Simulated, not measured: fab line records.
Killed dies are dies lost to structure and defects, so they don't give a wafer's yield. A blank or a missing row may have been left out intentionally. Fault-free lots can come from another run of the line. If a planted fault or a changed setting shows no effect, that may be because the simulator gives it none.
Which tool was responsible? + flow gf180mcu + 18 wafers sampled from 6 lots at 1 step of a route of 602

## WHAT THE GAUGES SHOWED, per wafer
GF_VT_IMPLANT_OVL_MEAS_18.
| lot  | measured     | on         | VT_IMPLANT_01_OVL (nm) |
|------|--------------|------------|------------------------|
| L724 | day 6 16:22  | overlay-01 | 0.8 -0.5 1.5           |
| L727 | day 7 15:22  | overlay-02 | 1.0 3.0 1.4            |
| L737 | day 10 06:13 | overlay-01 | -0.7 -1.7 -0.1         |
| L740 | day 11 02:55 | overlay-02 | 0.6 0.2 0.2            |
| L742 | day 11 14:29 | overlay-01 | 1.0 -1.1 1.7           |
| L744 | day 12 04:07 | overlay-02 | 1.2 0.3 -1.4           |

## TOOL THAT RAN EACH LOT (tool first, then ch and the chambers of the sampled wafers, then the start)
Before these readings, the record contains no process step.

## THE ANSWER, worked out from the rows above alone
Rule: usual is defined by the lots themselves. Put in order of their means at a reading, lots are off if they are a third of the lots or fewer, leave a main group of 4 or more, and stand apart from it by a gap of 3 or more times the standard deviation of the main group's means; of several such gaps the widest counts. A main group whose means are all the same, to the digits that the tables above print for the reading, isn't used. Also off: a lot with no number at a reading for which 4 or more lots have one. Where the step has rows for the other lots, those lots are counted as sound.
Nothing can be told from this: no lot is off at any reading shown.

## WHAT HAD BEEN PUT IN BY THE SIMULATOR
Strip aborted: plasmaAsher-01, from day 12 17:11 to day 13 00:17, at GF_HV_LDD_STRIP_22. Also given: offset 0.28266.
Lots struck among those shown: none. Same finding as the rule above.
